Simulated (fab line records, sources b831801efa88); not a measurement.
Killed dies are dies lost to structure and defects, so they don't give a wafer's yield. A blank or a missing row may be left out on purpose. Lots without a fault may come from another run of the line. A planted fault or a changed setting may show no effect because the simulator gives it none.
Which tool did it? | flow sky130 | 24 lots, 72 wafers sampled, at 4 steps of a route of 708

WHAT THE GAUGES READ, wafer by wafer
SKY_FIELD_ISO_CD_MEAS_13: target cd 150 nm.
lot  | measured    | on        | cd_nm (nm)
L074 | day 2 05:55 | cd_sem-02 | 151.7 151.2 149.9
L075 | day 2 09:35 | cd_sem-02 | 150.5 148.3 149.6
L076 | day 2 15:18 | cd_sem-02 | 148.9 149.1 149.1
L077 | day 2 20:20 | cd_sem-02 | 150.8 150.3 151.2
L078 | day 3 02:08 | cd_sem-01 | 151.6 151.7 150.6
L079 | day 3 09:02 | cd_sem-02 | 152.0 153.0 152.1
L080 | day 3 12:23 | cd_sem-01 | 152.5 151.6 150.7
L081 | day 3 17:14 | cd_sem-02 | 148.9 149.6 150.6
L082 | day 3 22:25 | cd_sem-02 | 150.0 149.8 149.6
L083 | day 4 04:19 | cd_sem-02 | 153.6 152.8 152.8
L084 | day 4 08:46 | cd_sem-01 | 150.6 149.4 150.9
L085 | day 4 15:41 | cd_sem-02 | 150.8 151.1 151.5
L086 | day 4 19:32 | cd_sem-02 | 151.6 152.6 151.3
L087 | day 5 02:41 | cd_sem-01 | 152.6 152.5 153.2
L088 | day 5 07:41 | cd_sem-02 | 150.1 150.9 151.7
L089 | day 5 10:19 | cd_sem-01 | 149.2 149.6 148.9
L090 | day 5 17:01 | cd_sem-02 | 151.6 152.6 152.9
L091 | day 5 20:47 | cd_sem-02 | 151.2 150.8 151.3
L092 | day 6 02:02 | cd_sem-02 | 151.9 150.7 151.1
L093 | day 6 08:19 | cd_sem-02 | 153.1 150.7 150.6
L094 | day 6 16:50 | cd_sem-02 | 149.8 151.0 151.6
L095 | day 6 19:16 | cd_sem-01 | 152.2 151.6 152.8
L096 | day 7 00:15 | cd_sem-02 | 150.9 150.0 150.8
L097 | day 7 06:55 | cd_sem-01 | 151.6 151.3 150.6

SKY_SD_P_OVL_MEAS_08.
lot  | measured     | on         | SD_P_OVL (nm)
L074 | day 25 06:01 | overlay-02 | -0.8 0.5 0.4
L075 | day 25 19:21 | overlay-02 | 0.0 1.8 0.4
L076 | day 25 19:52 | overlay-01 | -1.2 -0.8 0.5
L077 | day 26 09:46 | overlay-02 | 0.3 0.8 -0.6
L078 | day 26 18:45 | overlay-02 | 0.8 0.0 0.0
L079 | day 27 11:15 | overlay-02 | -1.5 -2.5 -0.4
L080 | day 27 13:49 | overlay-02 | -0.6 -1.5 -0.5
L081 | day 29 04:19 | overlay-01 | 0.2 -0.4 -0.3
L082 | day 28 20:16 | overlay-01 | 1.1 -0.4 2.2
L083 | day 29 05:31 | overlay-02 | -0.1 -0.4 1.7
L084 | day 29 05:13 | overlay-02 | 2.7 1.9 0.4
L085 | day 29 13:52 | overlay-02 | -0.4 1.4 0.4
L086 | day 29 20:09 | overlay-01 | 1.7 -0.1 1.1
L087 | day 30 03:39 | overlay-01 | 1.1 1.2 1.4
L088 | day 30 07:03 | overlay-02 | -0.8 -1.8 1.1
L089 | day 30 11:43 | overlay-02 | 1.1 0.2 1.6
L090 | day 30 16:10 | overlay-01 | -1.0 -1.0 -0.7
L091 | day 31 09:58 | overlay-01 | -0.4 -1.8 -2.2
L092 | day 31 10:41 | overlay-02 | 0.0 1.5 1.2
L093 | day 31 19:16 | overlay-01 | -2.2 -1.5 -1.0
L094 | day 32 09:06 | overlay-02 | 0.6 -1.0 -0.2
L095 | day 32 10:23 | overlay-02 | -0.3 -0.8 0.7
L096 | day 32 13:40 | overlay-01 | 0.1 -1.5 -0.1
L097 | day 32 23:55 | overlay-02 | 2.4 2.0 1.9

SKY_VIA1_OVL_MEAS_13.
lot  | measured     | on         | VIA1_OVL (nm)
L074 | day 33 19:55 | overlay-02 | -1 -14 -6
L075 | day 34 01:57 | overlay-02 | -1 -13 -7
L076 | day 34 02:19 | overlay-01 | -3 -2 -4
L077 | day 34 22:02 | overlay-02 | 0 2 1
L078 | day 35 00:55 | overlay-02 | 6 1 3
L079 | day 35 22:10 | overlay-01 | -1 -3 -4
L080 | day 36 00:00 | overlay-01 | -10 -10 -12
L081 | day 37 07:34 | overlay-02 | -5 2 -5
L082 | day 37 05:11 | overlay-02 | 10 8 10
L083 | day 37 08:52 | overlay-02 | 0 -6 -6
L084 | day 37 08:31 | overlay-02 | -13 -3 -16
L085 | day 37 14:06 | overlay-01 | 3 -1 3
L086 | day 37 21:54 | overlay-01 | -12 -8 -6
L087 | day 38 00:51 | overlay-01 | 6 8 5
L088 | day 38 07:21 | overlay-01 | -10 -5 7
L089 | day 38 13:25 | overlay-01 | 3 7 -3
L090 | day 38 13:43 | overlay-01 | -4 -1 0
L091 | day 39 06:36 | overlay-01 | -11 2 5
L092 | day 39 07:46 | overlay-01 | -3 7 -8
L093 | day 39 16:25 | overlay-01 | 1 0 -2
L094 | day 40 03:39 | overlay-01 | 11 10 1
L095 | day 40 04:16 | overlay-01 | -1 6 0
L096 | day 40 07:16 | overlay-01 | 7 7 9
L097 | day 40 19:16 | overlay-02 | 0 -3 0

WHICH TOOL RAN EACH LOT (tool, then ch and the chambers of the sampled wafers, then the start)
lot  | SKY_FIELD_ISO_ETCH_17
L074 | rie_si-01 ch 0,2,3, day 2 06:13
L075 | rie_si-02 ch 0,3, day 2 09:55
L076 | rie_si-02 ch 1,3, day 2 15:36
L077 | rie_si-01 ch 0,2,3, day 2 20:36
L078 | rie_si-02 ch 2,3, day 3 02:27
L079 | rie_si-02 ch 0,1,2, day 3 09:22
L080 | rie_si-02 ch 0,2,3, day 3 12:42
L081 | rie_si-02 ch 0,1,3, day 3 17:34
L082 | rie_si-01 ch 0,1,3, day 3 22:42
L083 | rie_si-01 ch 0,1, day 4 04:37
L084 | rie_si-01 ch 2,3, day 4 09:03
L085 | rie_si-02 ch 1,2,3, day 4 16:00
L086 | rie_si-02 ch 1,2,3, day 4 19:51
L087 | rie_si-01 ch 0,2,3, day 5 03:00
L088 | rie_si-01 ch 0,2, day 5 08:01
L089 | rie_si-02 ch 0,1,2, day 5 10:36
L090 | rie_si-02 ch 0,3, day 5 17:18
L091 | rie_si-02 ch 0,1,2, day 5 21:06
L092 | rie_si-01 ch 0,3, day 6 02:21
L093 | rie_si-02 ch 0,2, day 6 08:37
L094 | rie_si-02 ch 2,3, day 6 17:09
L095 | rie_si-01 ch 0,3, day 6 19:34
L096 | rie_si-02 ch 1,2,3, day 7 00:33
L097 | rie_si-02 ch 0,2,3, day 7 07:12
- SKY_FIELD_ISO_ETCH_17: etches Si in HBr/Cl2/O2, target depth 342 nm, time 97.7 s.

WHAT THE TOOLS THEMSELVES READ (means of the sampled wafers that have a number; where no wafer has one, the mark that the record gives instead)
SKY_FIELD_ISO_ETCH_17.
lot  | tool      | drypump_motor_current_A (A) | mfc_cl2_sccm (sccm) | oes_product_au (a.u.) | rf_fwd_power_W (W) | throttle_valve_pct (%)
L074 | rie_si-01 | 5.4                         | 40.03               | 1.011                 | 593.2              | 25.648
L075 | rie_si-02 | 5.5                         | 40.01               | 0.999                 | 595.2              | 25.660
L076 | rie_si-02 | 5.3                         | 40.10               | 0.999                 | 596.6              | 25.655
L077 | rie_si-01 | 5.4                         | 39.85               | 1.014                 | 592.6              | 25.639
L078 | rie_si-02 | 5.6                         | 39.97               | 0.990                 | 596.1              | 25.662
L079 | rie_si-02 | 5.2                         | 40.08               | 1.007                 | 597.0              | 25.661
L080 | rie_si-02 | 5.4                         | 39.98               | 0.995                 | 596.4              | 25.657
L081 | rie_si-02 | 5.3                         | 39.96               | 1.001                 | 596.4              | 25.642
L082 | rie_si-01 | 5.8                         | 39.97               | 1.006                 | 596.0              | 25.654
L083 | rie_si-01 | 5.9                         | 39.84               | 0.998                 | 599.2              | 25.659
L084 | rie_si-01 | 5.6                         | 39.85               | 1.020                 | 594.7              | 25.636
L085 | rie_si-02 | 5.4                         | 40.03               | 0.988                 | 597.1              | 25.663
L086 | rie_si-02 | 5.4                         | 40.03               | 0.990                 | 597.8              | 25.663
L087 | rie_si-01 | 5.5                         | 39.84               | 1.015                 | 593.0              | 25.642
L088 | rie_si-01 | 5.2                         | 40.12               | 1.029                 | 593.6              | 25.641
L089 | rie_si-02 | 5.2                         | 39.93               | 1.007                 | 595.6              | 25.658
L090 | rie_si-02 | 5.5                         | 40.04               | 0.999                 | 595.8              | 25.663
L091 | rie_si-02 | 5.2                         | 39.90               | 0.997                 | 595.9              | 25.663
L092 | rie_si-01 | 5.6                         | 39.98               | 1.021                 | 595.1              | 25.654
L093 | rie_si-02 | 5.3                         | 39.95               | 0.996                 | 597.5              | 25.653
L094 | rie_si-02 | 5.7                         | 40.08               | 0.999                 | 596.6              | 25.662
L095 | rie_si-01 | 5.8                         | 39.92               | 1.011                 | 594.3              | 25.651
L096 | rie_si-02 | 5.4                         | 39.86               | 1.003                 | 596.0              | 25.647
L097 | rie_si-02 | 5.4                         | 39.93               | 1.005                 | 596.7              | 25.653

THE ANSWER, worked out from the rows above alone
Rule: what is usual is taken from the lots themselves. Put in order of their means at a reading, lots are off if they are a third of the lots or fewer, leave a main group of 4 or more, and stand apart from it by a gap of 3 or more times the standard deviation of the main group's means; of several such gaps the widest counts. A main group whose means are all the same, to the digits that the tables above print for the reading, isn't used. A lot without any number at a reading at which 4 lots or more have one is off too. The other lots that the step has rows for count as sound. The gauges are gone through in route order, then the tools' own readings, and for those a lot's mean is taken as printed above. The first step at which some lot is off is used, and at that step the reading that is off furthest; a lot without a number counts as furthest.
No lot is off at any reading shown: from this, nothing can be told.

WHAT THE SIMULATOR HAD PUT IN
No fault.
